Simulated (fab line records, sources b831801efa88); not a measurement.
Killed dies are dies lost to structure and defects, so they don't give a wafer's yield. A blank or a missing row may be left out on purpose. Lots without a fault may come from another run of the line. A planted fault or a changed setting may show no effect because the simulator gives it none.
A struck lot beside a sound one | flow sky130 | 15 steps out of a route of 708
Sound: wafers L897.1, L897.5, L897.6. Struck: wafers L888.2, L888.4, L888.5. The cause comes at the end.
At each step with rows: each side's tool, then ch and its chambers, then its first start. Under that, the readings that differ: sound wafers | struck wafers | difference of the means | sigmas: that difference in standard deviations of wafers without a fault.
alike: readings whose means differ by less than 2 such deviations, and words and numbers that are the same on both sides. not compared: withheld readings, readings that some wafer has no value for, bounds like >300 that may hide the same value, and numbers for which the record gives no deviation and whose values overlap.
The two part at a step that has a row with sigmas, a row that says differs or no value, or rows on one side only. Numbers that don't overlap but have no deviation are shown without sigmas and don't part them. A reading that every wafer of one side lacks parts them only if that side has two wafers or more.

first, 2 steps without rows for these wafers: SKY_SALICIDE_CLEAN_00 (cleans in HF-last, time 30 s); SKY_LI_CONTACT_HDPCVD_00 (deposits PSG, target thk 930 nm, time 155 s).
SKY_LI_CONTACT_THK_MEAS_01:
  sound on film_metro-02, day 33 11:47; struck on film_metro-01, day 30 15:21
  alike: LI_CONTACT_HDPCVD_THK
SKY_LI_CONTACT_CMP_02: polishes PSG.
  sound on cmp-02 ch 0,1, day 33 11:53; struck on cmp-01 ch 0,2,3, day 30 15:30
  alike: motor_current_A, retaining_ring_pressure_frac, slurry_flow_ml_min, time_to_endpoint_s
SKY_LI_CONTACT_BOW_MEAS_03:
  sound on film_metro-01, day 33 12:08; struck on film_metro-01, day 30 15:43
  alike: LI_CONTACT_BOW
then, 7 steps without rows for these wafers: SKY_LI_CONTACT_DEHYDRATE_04 (time 60 s); SKY_LI_CONTACT_HMDS_05 (prime time 60 s); SKY_LI_CONTACT_COAT_06 (resist thk 60 nm); SKY_LI_CONTACT_COAT_07 (resist thk 450 nm); SKY_LI_CONTACT_SOFTBAKE_08 (time 90 s); SKY_LI_CONTACT_EXPOSE_09 (exposes mask LICM1, target cd 170 nm); SKY_LI_CONTACT_PEB_10.
SKY_LI_CONTACT_DEVELOP_11: develop time 60 s.
  sound on litho_track-04 ch 0, day 34 15:00; struck on litho_track-04 ch 0, day 31 19:00
  reading              | sound             | struck            | difference | sigmas
  developer_temp_C (C) | 21.01 20.88 21.17 | 23.27 23.21 23.13 | +2.18      | +22
SKY_LI_CONTACT_CD_MEAS_12: target cd 170 nm.
  sound on cd_sem-01, day 34 15:55; struck on cd_sem-01, day 31 20:08
  alike: cd_nm
-- the record jumps here: 16 days lie between the struck wafers' starts before and after (it left off in module LI_CONTACT and takes up again in module PAD_OPEN, whose first step shown is number 708 of the route) --
SKY_PAD_OPEN_PROBE_99:
  sound on prober-01, day 50 01:38; struck on prober-02, day 48 00:41
  reading            | sound    | struck   | difference | sigmas
  killed_at_M0_to_M3 | 45 27 36 | 53 55 45 | +15        | +2
  alike: killed_at_M4_up, killed_at_contacts, killed_at_front_end, killed_at_other, killed_dies, killed_open, killed_short

WHERE THEY PART
First at SKY_LI_CONTACT_DEVELOP_11; last, within this record, at SKY_PAD_OPEN_PROBE_99.

WHY: what the simulator had put in
Process parameter drift: litho_track-04, from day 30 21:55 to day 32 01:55, at SKY_LI_CONTACT_DEVELOP_11. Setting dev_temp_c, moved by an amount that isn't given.
